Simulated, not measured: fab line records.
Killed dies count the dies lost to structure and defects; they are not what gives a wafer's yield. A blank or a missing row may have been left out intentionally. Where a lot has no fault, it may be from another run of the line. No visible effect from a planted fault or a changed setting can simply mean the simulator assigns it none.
The tool behind it: which one? / flow gf180mcu / 13 lots, 39 wafers sampled, at 1 step of a route of 602

## WHAT THE GAUGES SHOWED, per wafer
GF_M5_CD_MEAS_07 targets a cd of 280 nm.
lot=L188; measured=day 26 02:38; on=cd sem-01; cd nm (nm)=279.6 278.2 280.1
lot=L189; measured=day 26 10:01; on=cd sem-01; cd nm (nm)=279.8 280.5 279.6
lot=L190; measured=day 27 02:08; on=cd sem-01; cd nm (nm)=279.4 279.4 278.2
lot=L191; measured=day 27 03:30; on=cd sem-01; cd nm (nm)=280.2 281.7 282.1
lot=L193; measured=day 28 01:35; on=cd sem-02; cd nm (nm)=282.0 281.9 281.5
lot=L194; measured=day 28 05:05; on=cd sem-01; cd nm (nm)=278.8 278.4 279.6
lot=L199; measured=day 30 08:38; on=cd sem-02; cd nm (nm)=279.4 279.8 280.7
lot=L201; measured=day 30 19:05; on=cd sem-02; cd nm (nm)=281.1 280.8 281.2
lot=L204; measured=day 31 22:08; on=cd sem-02; cd nm (nm)=280.6 281.6 280.3
lot=L206; measured=day 32 04:32; on=cd sem-01; cd nm (nm)=279.6 280.7 280.6
lot=L207; measured=day 32 08:44; on=cd sem-01; cd nm (nm)=280.7 279.2 280.3
lot=L209; measured=day 32 13:02; on=cd sem-01; cd nm (nm)=282.2 281.3 281.4
lot=L210; measured=day 33 02:49; on=cd sem-01; cd nm (nm)=279.2 278.6 278.9

## EACH LOT AND THE TOOL THAT RAN IT (in order: tool; ch and the chambers of the sampled wafers; start)
The record holds no process step before these readings.

## AS READ BY THE TOOLS THEMSELVES (means over the sampled wafers that have a number; for cases with no such wafer, the mark the record gives instead)
The record holds no such reading with a usual standard deviation.

## THE ANSWER, worked out from the rows above alone
Rule: the usual values come from the lots themselves. Put in order of their means at a reading, lots are off if they are a third of the lots or fewer, leave a main group of 4 or more, and stand apart from it by a gap of 3 or more times the standard deviation of the main group's means; of several such gaps the widest counts. A main group is skipped when, at the precision printed for the reading in the tables above, its means are all equal. Also off: a lot with no number at a reading for which 4 or more lots have one. All remaining lots with rows at the step are treated as sound. Order of review: gauges by route order, followed by the tools' own readings, for which a lot's mean as printed above is used. At the first step where some lot is off, the reading lying furthest off is the one used; lots without a number count as furthest.
No lot is off on any of the readings shown, so nothing can be concluded from this.

## WHAT THE SIMULATOR HAD INSERTED
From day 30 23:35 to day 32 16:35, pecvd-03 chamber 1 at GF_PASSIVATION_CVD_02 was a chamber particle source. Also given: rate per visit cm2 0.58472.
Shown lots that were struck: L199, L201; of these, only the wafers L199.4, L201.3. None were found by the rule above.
